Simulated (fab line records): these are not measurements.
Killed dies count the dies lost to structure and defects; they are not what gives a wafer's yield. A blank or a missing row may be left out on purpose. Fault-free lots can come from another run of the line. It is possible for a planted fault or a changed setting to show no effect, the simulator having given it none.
Matching of chambers -- flow sky130 -- rie diel-03 running SKY_VIA2_ETCH_15: 4 sister chambers
The step etches SiO2 in C4F8/O2/Ar, stops on TiN, target depth 546 nm, time 84 s. 4 wafers are shown with their chamber, then 12 later ones without.

EACH WAFER AND ITS CHAMBER
wafer,chamber,oes product au (a.u.)
L083.6,1,0.933
L089.3,3,0.936
L093.4,2,0.936
L093.6,0,0.940

WAFERS WITH NO CHAMBER GIVEN
wafer,oes product au (a.u.)
L094.1,0.937
L094.2,0.939
L094.3,0.941
L094.4,0.944
L094.5,0.934
L094.6,0.940
L095.2,0.942
L095.5,0.936
L095.6,0.940
L096.1,0.936
L096.2,0.929
L096.6,0.936

EACH ONE'S CHAMBER
wafer,from the rows above,in truth
L094.1,can't be placed: 2 or 3 or 0 or 1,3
L094.2,can't be placed: 0 or 2 or 3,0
L094.3,0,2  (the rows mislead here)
L094.4,0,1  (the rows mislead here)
L094.5,can't be placed: 1 or 2 or 3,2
L094.6,0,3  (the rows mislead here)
L095.2,0,0
L095.5,can't be placed: 2 or 3 or 1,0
L095.6,0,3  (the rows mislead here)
L096.1,can't be placed: 2 or 3 or 1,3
L096.2,can't be placed: 1 or 2 or 3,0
L096.6,can't be placed: 2 or 3 or 1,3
1 of 12 placed correctly. Cannot be placed on the basis of these rows: 7; the candidates contain the true chamber in 5. Number placed wrongly: 4.
How it was worked out, from the rows above alone: a wafer's distance from a chamber is the root of the sum, over the readings, of the square of ((its reading less the chamber's mean) divided by the reading's scatter). If the next closest chamber is less than 2 further off than the closest, the wafer can't be placed; otherwise it belongs to the closest. For every chamber, the mean is computed from those of its wafers that are shown. The scatter (one wafer shown for each chamber): square how far every hidden wafer sits from the nearest shown wafer, average those squares and take the square root.
